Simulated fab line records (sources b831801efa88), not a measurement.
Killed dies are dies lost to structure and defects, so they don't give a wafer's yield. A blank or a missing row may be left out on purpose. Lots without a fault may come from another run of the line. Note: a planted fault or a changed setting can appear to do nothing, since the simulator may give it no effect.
fab line records	flow sky130
record: lots: 24	wafers: 72	lastDay: 50
route steps=708 shown POLY_CUT@318 METAL1@437 VIA1@480 VIA2@531 METAL3@534 VIA3@597
lots with no fault: from the same line, run without faults
startH: hours from the record's first day to the start of the lot's first wafer shown	waitH: hours elapsed since this lot's preceding step	" identical to the entry in the row above	L1.1+2: one row covering several wafers at once	- value missing, or start not given	* or withheld: withheld	< > ~ a bound
route shown NAME@n: a module of which the file shows steps, and the number in the route of the first	usual: the fault-free wafers' mean and standard deviation	same: alike in all rows	chamber/n: place in a boat	sites: per-site readings	_std_site: how widely they spread, as a standard deviation	_edge_site: mean of outer sites minus mean of inner sites	radiusMm: how far each site lies from the wafer's centre	mask NAME#n: copy n	behind: the last tool/chamber to shape the wafer	hold: what put the lot on hold/how long, in hours/how the hold closed	device: the n, p or np transistor that did not switch	end of line: at the end of the route, the tests of the same wafers	a step with no rows: only its recipe	killed: not the wafer's yield, but the dies lost to structure and defects at the first sort	map: shows each die of a wafer: x if killed, . if not, _ if none is there
set.NAME: the setting as run; set.NAME@STEP: as run at that earlier step	model.NAME: the simulator's own value behind a step, which no gauge read
a sample of lots followed through the steps of the route, with each step as a table and each wafer as a row
services: the hour from which a tool's chamber was out of use, counted from the record's first day as startH (under 0 if before that day), plus the number of hours and why
== steps ==
step: SKY_POLY_CUT_ETCH_11
recipe: target: Si3N4	chemistry: CF4/CH2F2/Ar	stopOn: poly-Si	sourceW: 600	biasW: 150	pressureMtorr: 40	cf4FlowSccm: 40	ch2f2FlowSccm: 20	Ar_flow_sccm: 150	timeS: 42.5	targetDepthA: 600
usual: chamberPressureMTorr: 40.00/0.034	drypumpMotorCurrentA: 5.8/0.51	oesProductAu: 0.832/0.0066	throttleValvePct: 14.993/0.009
lot.wafer	tool	chamber	startH	waitH	chamberPressureMTorr	drypumpMotorCurrentA	oesProductAu	rfHoursCounterH	throttleValvePct
L074.2	rieDiel-02	0	552.34	0.0	40.07	5.6	0.813	15	14.980
L074.3	"	1	"	"	39.99	4.9	0.826	25	15.002
L074.5	"	2	"	"	39.97	5.2	0.835	-	14.996
L077.2	rieDiel-04	2	583.78	0.0	40.04	6.8	0.840	2	14.990
L077.5	"	2	"	"	39.97	6.8	0.831	-	14.993
L077.6	"	3	"	"	40.05	5.9	0.827	-	14.997
L075.2	rieDiel-01	0	584.24	0.0	40.01	5.7	0.828	13	15.000
L075.3	"	3	"	"	40.00	6.1	0.831	5	15.001
L075.4	"	2	"	"	39.98	6.2	0.836	3	14.989
L076.1	rieDiel-04	0	584.36	0.0	39.99	5.9	0.821	52	14.998
L076.5	"	0	"	"	40.09	5.9	0.838	-	14.999
L076.6	"	3	"	"	40.00	6.0	0.844	-	14.988
L078.2	rieDiel-01	1	594.29	0.0	40.00	6.3	0.822	9	15.002
L078.3	"	3	"	"	40.01	6.1	0.837	6	14.980
L078.4	"	0	"	"	40.08	5.7	0.834	14	14.989
L079.1	rieDiel-04	2	599.33	0.0	40.02	6.8	0.827	2	15.003
L079.2	"	1	"	"	40.06	5.5	0.830	24	14.988
L079.6	"	1	"	"	40.00	5.5	0.839	-	14.974
L080.2	rieDiel-04	0	607.04	0.0	39.98	5.9	0.824	53	15.004
L080.4	"	3	"	"	39.97	6.0	0.817	1	15.000
L080.6	"	2	"	"	40.09	6.8	0.827	-	14.997
L081.2	rieDiel-02	1	609.59	0.0	39.98	5.0	0.823	25	14.999
L081.3	"	0	"	"	40.01	5.6	0.816	16	14.999
L081.4	"	3	"	"	40.09	5.3	0.824	3	14.986
L082.3	rieDiel-02	1	623.98	0.0	39.97	4.9	0.834	26	14.996
L082.4	"	0	"	"	40.07	5.6	0.829	16	14.978
L082.5	"	2	"	"	39.98	5.2	0.820	-	14.985
L083.3	rieDiel-01	1	628.75	0.0	39.96	6.3	0.834	10	14.996
L083.4	"	2	"	"	39.96	6.2	0.822	4	14.974
L083.6	"	0	"	"	39.97	5.7	0.826	-	14.990
L084.1	rieDiel-04	3	644.14	0.0	40.04	6.0	0.842	2	14.982
L084.2	"	0	"	"	40.01	5.8	0.831	53	14.992
L084.5	"	0	"	"	40.00	5.8	0.828	-	14.991
L085.1	rieDiel-02	2	653.63	0.0	40.04	5.3	0.832	4	14.998
L085.3	"	1	"	"	40.05	4.9	0.836	26	14.989
L085.6	"	1	"	"	39.98	5.0	0.838	-	14.988
L086.1	rieDiel-01	1	662.89	0.0	40.02	6.3	0.831	10	15.002
L086.2	"	0	"	"	39.95	5.7	0.842	15	15.021
L086.6	"	0	"	"	39.96	5.7	0.834	-	14.997
L088.1	rieDiel-02	3	704.55	0.0	40.06	5.3	0.830	4	14.985
L088.5	"	1	"	"	39.98	5.0	0.825	-	14.996
L088.6	"	2	"	"	39.99	5.2	0.833	-	14.997
L087.2	rieDiel-01	2	708.58	0.0	40.00	6.2	0.838	6	14.990
L087.3	"	3	"	"	39.97	6.1	0.832	8	14.997
L087.5	"	0	"	"	40.01	5.7	0.835	-	14.971
L090.4	rieDiel-02	0	708.85	0.0	40.02	5.6	0.825	17	14.992
L090.5	"	2	"	"	39.99	5.2	0.826	-	14.993
L090.6	"	3	"	"	40.00	5.3	0.836	-	14.991
L092.4	rieDiel-04	1	708.93	0.0	40.01	5.5	0.834	27	14.992
L092.5	"	2	"	"	39.97	6.8	0.829	-	15.004
L092.6	"	3	"	"	40.03	6.0	0.824	-	14.989
L089.2	rieDiel-01	2	709.50	0.0	40.04	6.2	0.839	6	14.994
L089.4	"	3	"	"	40.00	6.1	0.834	8	15.003
L089.5	"	0	"	"	40.00	5.7	0.834	-	15.005
L091.1	rieDiel-04	0	710.38	0.0	39.99	5.8	0.839	55	15.002
L091.2	"	1	"	"	39.99	5.5	0.838	27	14.979
L091.6	"	0	"	"	39.96	5.9	0.831	-	15.000
L093.2	rieDiel-01	1	713.44	0.0	39.92	6.3	0.839	12	14.984
L093.3	"	3	"	"	39.97	6.1	0.844	8	14.987
L093.4	"	0	"	"	40.02	5.7	0.836	16	15.010
L094.1	rieDiel-02	3	727.13	0.0	40.06	5.3	0.841	5	15.001
L094.3	"	2	"	"	39.96	5.2	0.838	5	14.996
L094.6	"	3	"	"	40.03	5.4	0.841	-	14.993
L096.1	rieDiel-01	2	756.55	0.0	40.01	6.3	0.833	7	14.980
L096.4	"	3	"	"	40.01	6.1	0.821	10	14.989
L096.5	"	1	"	"	39.95	6.3	0.842	-	14.996
L095.1	rieDiel-02	3	758.54	0.0	40.05	5.3	0.833	5	15.001
L095.5	"	2	"	"	39.97	5.2	0.842	-	14.990
L095.6	"	3	"	"	40.01	5.3	0.837	-	14.980
L097.1	rieDiel-01	0	759.50	0.0	39.97	5.7	0.836	18	14.998
L097.2	"	2	"	"	40.03	6.2	0.841	7	14.973
L097.5	"	2	"	"	39.99	6.2	0.844	-	14.993
step: SKY_METAL1_SPUTTER_03
recipe: material: Ti	targetThkNm: 5	powerW: 3000	timeS: 3.3	chamberPressurePa: 0.4
usual: throttleValvePct: 30.1/0.97
lot.wafer	tool	chamber	startH	waitH	throttleValvePct
L074.2	pvdSputter-03	-	729.21	0.0	29.9
L074.3	"	-	"	"	30.7
L074.5	"	-	"	"	29.2
L077.2	pvdSputter-03	-	759.11	0.0	29.8
L077.5	"	-	"	"	29.9
L077.6	"	-	"	"	29.2
L075.2	pvdSputter-03	-	760.83	0.0	30.9
L075.3	"	-	"	"	29.1
L075.4	"	-	"	"	29.6
L076.1	pvdSputter-02	-	761.24	0.0	29.9
L076.5	"	-	"	"	32.2
L076.6	"	-	"	"	29.8
L078.2	pvdSputter-03	-	771.58	0.0	29.1
L078.3	"	-	"	"	29.0
L078.4	"	-	"	"	29.9
L079.1	pvdSputter-03	-	774.71	0.0	28.8
L079.2	"	-	"	"	29.7
L079.6	"	-	"	"	29.5
L080.2	pvdSputter-02	-	781.01	0.0	29.3
L080.4	"	-	"	"	30.0
L080.6	"	-	"	"	32.3
L081.2	pvdSputter-03	-	783.28	0.0	29.3
L081.3	"	-	"	"	29.2
L081.4	"	-	"	"	30.8
L082.3	pvdSputter-04	-	798.41	0.0	28.9
L082.4	"	-	"	"	30.1
L082.5	"	-	"	"	31.5
L083.3	pvdSputter-03	-	803.12	0.0	29.0
L083.4	"	-	"	"	29.4
L083.6	"	-	"	"	29.3
L084.1	pvdSputter-02	-	816.02	0.0	31.6
L084.2	"	-	"	"	29.4
L084.5	"	-	"	"	29.4
L085.1	pvdSputter-04	-	826.61	0.0	29.9
L085.3	"	-	"	"	30.6
L085.6	"	-	"	"	29.8
L086.1	pvdSputter-02	-	831.71	0.0	30.1
L086.2	"	-	"	"	31.6
L086.6	"	-	"	"	29.9
L088.1	pvdSputter-04	-	874.32	0.0	30.6
L088.5	"	-	"	"	29.0
L088.6	"	-	"	"	31.1
L087.2	pvdSputter-02	-	876.65	0.0	31.9
L087.3	"	-	"	"	29.4
L087.5	"	-	"	"	29.4
L090.4	pvdSputter-04	-	877.39	0.0	31.2
L090.5	"	-	"	"	28.7
L090.6	"	-	"	"	30.2
L092.4	pvdSputter-03	-	878.57	0.0	29.1
L092.5	"	-	"	"	29.2
L092.6	"	-	"	"	31.0
L089.2	pvdSputter-04	-	879.62	0.0	30.2
L089.4	"	-	"	"	30.4
L089.5	"	-	"	"	30.9
L091.1	pvdSputter-03	-	879.87	0.0	29.1
L091.2	"	-	"	"	29.7
L091.6	"	-	"	"	30.9
L093.2	pvdSputter-03	-	881.66	0.0	29.5
L093.3	"	-	"	"	30.8
L093.4	"	-	"	"	29.3
L094.1	pvdSputter-02	-	894.59	0.0	31.7
L094.3	"	-	"	"	30.0
L094.6	"	-	"	"	30.4
L096.1	pvdSputter-03	-	921.37	0.0	29.8
L096.4	"	-	"	"	29.1
L096.5	"	-	"	"	29.6
L095.1	pvdSputter-02	-	922.30	0.0	30.0
L095.5	"	-	"	"	29.4
L095.6	"	-	"	"	31.5
L097.1	pvdSputter-04	-	923.68	0.0	28.8
L097.2	"	-	"	"	30.9
L097.5	"	-	"	"	31.2
step: SKY_VIA1_RS_MEAS_22
recipe: thkMeasGauge: four-point-probe	reads: W_of_VIA1_CVD_21+TiN_of_VIA1_SPUTTER_20
usual: VIA1_W_RS: 0.425/0.0067
lot.wafer	tool	chamber	startH	waitH	VIA1_W_RS[ohm/sq]
L074.2	filmMetro-04	-	786.23	0.1	0.414
L074.3	"	-	"	"	0.422
L074.5	"	-	"	"	0.418
L077.2	filmMetro-02	-	815.01	0.1	0.427
L077.5	"	-	"	"	0.415
L077.6	"	-	"	"	0.426
L075.2	filmMetro-02	-	815.80	0.1	0.426
L075.3	"	-	"	"	0.417
L075.4	"	-	"	"	0.434
L076.1	filmMetro-02	-	816.58	0.2	0.423
L076.5	"	-	"	"	0.425
L076.6	"	-	"	"	0.414
L078.2	filmMetro-04	-	827.00	0.2	0.430
L078.3	"	-	"	"	0.417
L078.4	"	-	"	"	0.426
L079.1	filmMetro-02	-	829.00	0.1	0.414
L079.2	"	-	"	"	0.429
L079.6	"	-	"	"	0.426
L080.2	filmMetro-02	-	837.17	0.1	0.430
L080.4	"	-	"	"	0.429
L080.6	"	-	"	"	0.433
L081.2	filmMetro-04	-	839.24	0.1	0.427
L081.3	"	-	"	"	0.429
L081.4	"	-	"	"	0.431
L082.3	filmMetro-02	-	853.67	0.1	0.430
L082.4	"	-	"	"	0.427
L082.5	"	-	"	"	0.429
L083.3	filmMetro-03	-	858.49	0.1	0.430
L083.4	"	-	"	"	0.424
L083.6	"	-	"	"	0.424
L084.1	filmMetro-04	-	872.55	0.1	0.421
L084.2	"	-	"	"	0.427
L084.5	"	-	"	"	0.429
L085.1	filmMetro-04	-	882.29	0.1	0.417
L085.3	"	-	"	"	0.417
L085.6	"	-	"	"	0.417
L086.1	filmMetro-02	-	886.91	0.1	0.424
L086.2	"	-	"	"	0.424
L086.6	"	-	"	"	0.433
L088.1	filmMetro-04	-	927.29	0.1	0.431
L088.5	"	-	"	"	0.430
L088.6	"	-	"	"	0.434
L087.2	filmMetro-03	-	929.44	0.1	0.429
L087.3	"	-	"	"	0.433
L087.5	"	-	"	"	0.429
L090.4	filmMetro-03	-	931.09	0.1	0.435
L090.5	"	-	"	"	0.435
L090.6	"	-	"	"	0.431
L092.4	filmMetro-04	-	932.35	0.1	0.427
L092.5	"	-	"	"	0.423
L092.6	"	-	"	"	0.428
L089.2	filmMetro-04	-	932.64	0.1	0.419
L089.4	"	-	"	"	0.431
L089.5	"	-	"	"	0.431
L091.1	filmMetro-03	-	933.08	0.1	0.433
L091.2	"	-	"	"	0.425
L091.6	"	-	"	"	0.434
L093.2	filmMetro-04	-	934.95	0.1	0.429
L093.3	"	-	"	"	0.430
L093.4	"	-	"	"	0.431
L094.1	filmMetro-02	-	945.63	0.1	0.425
L094.3	"	-	"	"	0.414
L094.6	"	-	"	"	0.428
L096.1	filmMetro-04	-	971.54	0.1	0.414
L096.4	"	-	"	"	0.416
L096.5	"	-	"	"	0.430
L095.1	filmMetro-03	-	973.31	0.1	0.424
L095.5	"	-	"	"	0.428
L095.6	"	-	"	"	0.413
L097.1	filmMetro-04	-	975.31	0.1	0.429
L097.2	"	-	"	"	0.418
L097.5	"	-	"	"	0.431
step: SKY_VIA2_CMP_24
recipe: stopOn: SiO2	tOverpolishS: 20	downForcePsi: 3.5	platenRpm: 60	targetThkNm: 0	padVelocityMS: 0.94248
usual: edgeZonePressureFrac: 0.999/0.0052	motorCurrentA: 11.9/1.3	overpolishRunS: 20.000/0.0087	retainingRingPressureFrac: 1.001/0.0048	timeToEndpointS: 101/3.5
lot.wafer	tool	chamber	startH	waitH	edgeZonePressureFrac	motorCurrentA	overpolishRunS	retainingRingPressureFrac	timeToEndpointS
L074.3	cmp-02	0	841.55	0.1	1.004	10.8	20.004	1.006	97
L074.2	"	1	"	"	1.003	12.3	19.991	0.996	101
L074.5	"	0	"	"	0.993	10.2	19.996	1.005	99
L077.2	cmp-02	0	871.81	0.0	0.998	10.4	19.998	0.996	104
L077.5	"	0	"	"	1.000	10.1	19.997	0.995	99
L077.6	"	1	"	"	0.998	11.6	20.001	1.005	102
L075.2	cmp-01	2	873.19	0.1	1.001	13.1	19.998	0.995	99
L075.4	"	3	"	"	1.001	14.3	20.002	0.999	104
L075.3	"	0	"	"	1.004	10.4	19.995	0.996	106
L076.1	cmp-02	0	874.12	0.2	1.004	10.0	19.999	1.003	100
L076.6	"	2	"	"	1.006	13.6	20.010	1.009	106
L076.5	"	3	"	"	0.994	12.5	20.010	1.007	103
L078.3	cmp-02	1	884.06	0.1	1.001	11.6	20.006	1.005	103
L078.4	"	2	"	"	1.003	13.4	19.990	0.989	106
L078.2	"	0	"	"	0.993	10.4	19.997	1.000	105
L079.1	cmp-02	1	885.05	0.1	0.992	11.8	20.005	1.002	101
L079.2	"	3	"	"	1.001	11.7	20.005	1.006	105
L079.6	"	2	"	"	0.997	13.2	19.989	0.994	102
L080.2	cmp-01	2	893.83	0.0	0.996	12.5	19.972	1.013	91
L080.4	"	3	"	"	0.993	13.2	19.996	1.002	101
L080.6	"	3	"	"	1.005	14.0	19.995	0.998	98
L081.2	cmp-01	2	896.15	0.0	1.007	13.0	19.993	0.993	94
L081.3	"	3	"	"	1.008	13.6	19.999	0.998	101
L081.4	"	1	"	"	1.003	10.0	20.016	1.002	103
L082.4	cmp-01	3	909.50	0.1	0.999	13.7	20.002	1.001	105
L082.3	"	1	"	"	0.998	10.3	20.010	1.004	101
L082.5	"	3	"	"	1.004	13.3	20.010	0.997	102
L083.4	cmp-02	2	913.16	0.1	0.996	13.4	20.007	0.994	101
L083.3	"	0	"	"	1.007	10.4	20.003	1.008	99
L083.6	"	2	"	"	1.006	14.3	20.000	1.000	104
L084.1	cmp-01	1	927.04	0.1	0.999	10.2	20.005	0.999	96
L084.2	"	2	"	"	0.991	12.1	19.993	1.000	98
L084.5	"	1	"	"	0.990	10.2	19.999	1.003	95
L085.1	cmp-01	0	936.14	0.1	0.998	10.0	20.000	0.997	105
L085.3	"	2	"	"	1.004	12.8	20.007	1.011	97
L085.6	"	1	"	"	1.004	9.9	20.011	1.002	98
L086.2	cmp-02	2	939.35	0.1	1.002	13.4	19.995	1.003	99
L086.1	"	0	"	"	0.992	10.4	19.994	0.995	105
L086.6	"	2	"	"	1.006	13.2	19.988	1.002	101
L088.1	cmp-02	0	979.57	0.1	1.009	10.7	20.003	0.993	103
L088.6	"	0	"	"	1.006	10.4	20.013	0.998	100
L088.5	"	1	"	"	0.998	12.0	20.014	1.003	101
L087.3	cmp-01	0	981.40	0.0	0.995	10.0	20.006	1.005	100
L087.2	"	3	"	"	0.989	13.1	20.007	0.995	102
L087.5	"	0	"	"	0.994	9.9	20.006	0.997	104
L090.4	cmp-02	2	982.27	0.2	0.985	13.8	19.982	0.992	99
L090.5	"	1	"	"	0.993	11.3	20.001	1.005	101
L090.6	"	2	"	"	0.988	13.8	20.000	0.998	102
L092.4	cmp-02	0	983.39	0.1	1.000	10.7	19.994	0.992	96
L092.5	"	2	"	"	0.998	12.9	19.996	1.005	101
L092.6	"	3	"	"	0.998	12.3	20.001	0.996	102
L089.2	cmp-02	2	983.90	0.0	0.997	12.8	20.010	0.996	105
L089.4	"	3	"	"	0.991	12.3	19.995	1.007	95
L089.5	"	3	"	"	0.994	11.9	20.018	0.998	95
L091.1	cmp-01	2	985.76	0.1	0.998	12.8	19.998	1.001	95
L091.2	"	3	"	"	1.003	12.8	20.009	1.003	102
L091.6	"	2	"	"	1.001	12.4	20.001	1.001	94
L093.4	cmp-01	2	986.67	0.1	0.999	12.4	20.013	1.003	100
L093.2	"	3	"	"	0.997	13.4	19.996	1.002	99
L093.3	"	0	"	"	1.001	9.8	20.000	1.003	103
L094.1	cmp-02	0	995.01	0.1	1.001	10.7	20.009	0.997	98
L094.3	"	1	"	"	1.004	11.7	19.986	0.994	99
L094.6	"	1	"	"	0.997	11.8	20.019	0.992	97
L096.1	cmp-01	3	1021.70	0.1	1.000	13.6	20.012	1.003	97
L096.4	"	0	"	"	0.990	10.0	19.995	0.999	100
L096.5	"	3	"	"	0.997	13.7	19.987	0.993	97
L095.1	cmp-02	2	1022.65	0.1	0.996	12.7	19.978	1.007	104
L095.5	"	2	"	"	0.998	13.5	20.006	1.000	108
L095.6	"	3	"	"	1.008	12.0	20.007	1.012	106
L097.2	cmp-02	1	1024.91	0.0	1.008	11.9	20.000	0.999	99
L097.1	"	0	"	"	0.995	10.6	19.995	0.999	102
L097.5	"	1	"	"	1.001	12.6	19.981	1.002	99
step: SKY_METAL3_SPUTTER_02
recipe: material: AlCu	targetThkNm: 735	powerW: 10600	timeS: 39.1	chamberPressurePa: 0.4
usual: throttleValvePct: 30.3/0.96
lot.wafer	tool	chamber	startH	waitH	throttleValvePct
L074.2	pvdSputter-03	-	841.84	0.0	29.5
L074.3	"	-	"	"	30.9
L074.5	"	-	"	"	30.9
L077.2	pvdSputter-02	-	872.15	0.0	29.3
L077.5	"	-	"	"	30.1
L077.6	"	-	"	"	31.8
L075.2	pvdSputter-04	-	873.49	0.0	31.2
L075.3	"	-	"	"	29.2
L075.4	"	-	"	"	29.7
L076.1	pvdSputter-02	-	874.36	0.0	31.8
L076.5	"	-	"	"	30.2
L076.6	"	-	"	"	32.0
L078.2	pvdSputter-04	-	884.40	0.0	30.4
L078.3	"	-	"	"	29.2
L078.4	"	-	"	"	31.0
L079.1	pvdSputter-04	-	885.39	0.0	29.2
L079.2	"	-	"	"	30.0
L079.6	"	-	"	"	30.6
L080.2	pvdSputter-04	-	894.18	0.0	31.1
L080.4	"	-	"	"	29.0
L080.6	"	-	"	"	30.6
L081.2	pvdSputter-04	-	896.50	0.0	28.9
L081.3	"	-	"	"	30.3
L081.4	"	-	"	"	30.4
L082.3	pvdSputter-02	-	909.80	0.0	32.0
L082.4	"	-	"	"	29.3
L082.5	"	-	"	"	31.9
L083.3	pvdSputter-03	-	913.46	0.0	29.8
L083.4	"	-	"	"	31.0
L083.6	"	-	"	"	29.9
L084.1	pvdSputter-02	-	927.39	0.0	31.6
L084.2	"	-	"	"	30.1
L084.5	"	-	"	"	32.2
L085.1	pvdSputter-03	-	936.49	0.0	31.1
L085.3	"	-	"	"	29.3
L085.6	"	-	"	"	29.6
L086.1	pvdSputter-02	-	939.65	0.0	30.1
L086.2	"	-	"	"	32.0
L086.6	"	-	"	"	30.3
L088.1	pvdSputter-04	-	979.92	0.0	29.9
L088.5	"	-	"	"	31.3
L088.6	"	-	"	"	29.0
L087.2	pvdSputter-02	-	981.75	0.0	30.1
L087.3	"	-	"	"	29.4
L087.5	"	-	"	"	31.7
L090.4	pvdSputter-02	-	982.57	0.0	30.6
L090.5	"	-	"	"	31.6
L090.6	"	-	"	"	29.5
L092.4	pvdSputter-03	-	983.64	0.0	31.0
L092.5	"	-	"	"	29.6
L092.6	"	-	"	"	29.1
L089.2	pvdSputter-04	-	984.25	0.0	28.9
L089.4	"	-	"	"	30.5
L089.5	"	-	"	"	29.3
L091.1	pvdSputter-04	-	986.05	0.0	30.6
L091.2	"	-	"	"	30.0
L091.6	"	-	"	"	30.5
L093.2	pvdSputter-04	-	986.97	0.0	31.1
L093.3	"	-	"	"	28.9
L093.4	"	-	"	"	30.5
L094.1	pvdSputter-04	-	995.36	0.0	30.7
L094.3	"	-	"	"	28.7
L094.6	"	-	"	"	30.0
L096.1	pvdSputter-02	-	1022.00	0.0	29.4
L096.4	"	-	"	"	31.5
L096.5	"	-	"	"	29.8
L095.1	pvdSputter-03	-	1023.00	0.0	29.7
L095.5	"	-	"	"	30.8
L095.6	"	-	"	"	29.3
L097.1	pvdSputter-03	-	1025.25	0.0	31.3
L097.2	"	-	"	"	29.7
L097.5	"	-	"	"	31.1
step: SKY_VIA3_CMP_24
recipe: stopOn: SiO2	tOverpolishS: 20	downForcePsi: 3.5	platenRpm: 60	targetThkNm: 0	padVelocityMS: 0.94248
usual: edgeZonePressureFrac: 1.000/0.0051	motorCurrentA: 11.8/1.4	overpolishRunS: 20.000/0.0093	retainingRingPressureFrac: 1.000/0.0048	timeToEndpointS: 94/3.9
lot.wafer	tool	chamber	startH	waitH	edgeZonePressureFrac	motorCurrentA	overpolishRunS	retainingRingPressureFrac	timeToEndpointS
L074.3	cmp-01	0	923.05	0.1	1.004	9.9	20.002	1.006	103
L074.2	"	1	"	"	1.001	10.7	20.005	0.991	95
L074.5	"	3	"	"	0.993	13.6	20.001	1.003	101
L075.3	cmp-02	1	950.40	0.0	0.999	12.7	19.996	0.998	95
L075.2	"	3	"	"	1.011	12.5	19.997	0.997	94
L075.4	"	0	"	"	1.003	10.6	19.995	1.003	91
L077.2	cmp-02	0	952.19	0.1	0.993	10.4	20.003	0.998	97
L077.6	"	3	"	"	0.997	12.5	19.988	0.999	97
L077.5	"	0	"	"	0.999	10.4	19.982	1.000	95
L076.1	cmp-01	2	952.91	0.2	1.002	13.3	20.000	1.001	82
L076.6	"	3	"	"	0.996	13.5	20.013	1.004	92
L076.5	"	0	"	"	0.995	9.6	19.982	0.993	85
L078.4	cmp-02	2	962.49	0.0	0.998	13.6	19.998	1.005	101
L078.2	"	3	"	"	1.000	11.9	20.003	1.011	96
L078.3	"	1	"	"	1.012	12.6	19.968	0.997	97
L079.2	cmp-02	2	963.78	0.3	1.001	13.7	20.006	1.006	92
L079.1	"	3	"	"	1.005	12.4	20.000	0.994	93
L079.6	"	0	"	"	0.998	10.2	19.995	1.000	90
L080.4	cmp-02	1	970.32	0.0	1.001	11.4	19.996	1.002	93
L080.2	"	2	"	"	1.002	13.9	20.026	1.004	97
L080.6	"	2	"	"	1.003	13.0	19.997	1.001	98
L081.3	cmp-01	0	973.56	0.1	1.000	10.3	20.007	1.008	94
L081.2	"	1	"	"	0.997	10.6	20.007	1.003	95
L081.4	"	2	"	"	0.999	11.9	20.005	0.993	91
L082.4	cmp-02	1	987.08	0.0	1.004	12.1	19.996	1.003	92
L082.3	"	3	"	"	0.997	12.2	20.001	0.998	93
L082.5	"	2	"	"	1.005	14.0	20.000	0.999	91
L083.3	cmp-02	3	988.58	0.0	1.003	12.3	19.983	0.996	92
L083.4	"	2	"	"	0.998	13.2	19.990	1.003	89
L083.6	"	0	"	"	1.012	10.1	19.994	1.000	88
L084.2	cmp-02	1	1002.80	0.0	0.998	12.2	20.009	0.997	94
L084.1	"	2	"	"	0.996	14.2	19.995	1.002	95
L084.5	"	2	"	"	1.008	13.6	20.010	1.001	95
L085.1	cmp-02	1	1011.00	0.1	0.995	12.1	20.002	0.996	96
L085.3	"	0	"	"	1.002	10.9	19.992	1.004	96
L085.6	"	2	"	"	1.000	14.1	20.019	0.990	94
L086.1	cmp-01	1	1013.97	0.4	0.998	10.3	20.001	0.995	98
L086.2	"	0	"	"	0.995	10.2	20.004	0.995	97
L086.6	"	2	"	"	1.006	11.7	19.998	0.988	93
L088.1	cmp-01	3	1052.20	0.2	1.000	13.9	20.002	0.999	93
L088.6	"	0	"	"	1.011	9.8	19.994	0.999	94
L088.5	"	1	"	"	0.997	10.3	19.993	1.007	89
L087.3	cmp-01	0	1053.91	0.0	1.001	9.8	19.986	1.001	90
L087.2	"	2	"	"	1.003	12.3	19.995	0.998	90
L087.5	"	1	"	"	1.007	10.2	19.994	1.000	88
L090.4	cmp-01	1	1055.59	0.2	1.002	10.4	20.002	0.996	89
L090.5	"	2	"	"	1.008	12.2	20.007	0.994	91
L090.6	"	3	"	"	0.998	12.7	19.993	1.000	94
L092.4	cmp-01	0	1055.84	0.2	0.997	9.7	19.998	0.999	100
L092.5	"	2	"	"	1.012	12.3	20.013	0.995	93
L092.6	"	3	"	"	0.995	13.7	20.005	0.997	93
L089.2	cmp-01	3	1057.10	0.0	1.001	13.7	20.000	1.001	94
L089.4	"	2	"	"	1.007	11.8	19.996	1.001	89
L089.5	"	0	"	"	1.005	10.0	20.006	1.002	95
L091.2	cmp-01	3	1057.74	0.0	0.999	13.1	19.998	0.994	93
L091.1	"	1	"	"	1.001	10.2	19.995	0.997	91
L091.6	"	0	"	"	0.996	9.5	20.000	0.997	91
L093.4	cmp-02	0	1058.80	0.1	1.001	10.4	20.010	1.000	97
L093.2	"	1	"	"	1.002	11.8	20.007	0.996	96
L093.3	"	2	"	"	0.992	13.2	19.992	1.001	100
L094.3	cmp-01	0	1065.19	0.1	0.998	10.1	19.999	1.010	95
L094.1	"	1	"	"	1.005	10.4	20.004	0.994	93
L094.6	"	3	"	"	0.998	12.9	19.996	0.999	93
L096.1	cmp-02	0	1088.91	0.1	1.004	10.6	20.017	0.999	98
L096.4	"	2	"	"	0.999	14.1	20.018	1.004	98
L096.5	"	0	"	"	0.992	10.0	20.011	1.005	95
L095.1	cmp-02	0	1091.86	0.1	0.997	10.5	19.994	0.991	100
L095.6	"	3	"	"	0.991	11.9	19.999	1.006	103
L095.5	"	0	"	"	0.991	11.0	19.995	0.995	100
L097.1	cmp-01	0	1092.85	0.1	0.995	9.4	20.010	1.005	98
L097.2	"	2	"	"	0.998	12.7	19.999	0.998	90
L097.5	"	0	"	"	0.996	9.7	19.990	1.002	95
== services ==
tool	chamber	startH	hours	kind
cmp-02	-	540.32	3.9	pm
cmp-02	-	544.22	17.1	pm
cmp-01	-	567.22	1.2	repair
cmp-02	-	575.08	6.3	pm
cmp-01	-	578.48	4.0	pm
pvdSputter-03	-	641.32	4.2	repair
cmp-01	-	661.88	1.3	repair
pvdSputter-03	-	714.41	1.3	repair
pvdSputter-03	-	716.47	3.3	repair
cmp-02	-	724.36	3.5	repair
cmp-01	-	731.33	0.4	repair
cmp-02	-	738.57	1.0	repair
cmp-02	-	744.00	4.0	pm
cmp-01	-	792.24	4.7	pm
cmp-01	-	819.24	15.2	pm
cmp-01	-	903.06	1.9	repair
cmp-02	-	909.36	3.7	repair
cmp-01	-	918.48	4.0	pm
cmp-02	-	944.08	5.3	pm
cmp-01	-	951.34	1.1	repair
cmp-01	-	951.41	1.3	repair
cmp-02	-	1012.77	1.6	repair
cmp-02	-	1042.36	1.5	repair
cmp-02	-	1084.00	4.0	pm
== key ==
fault none
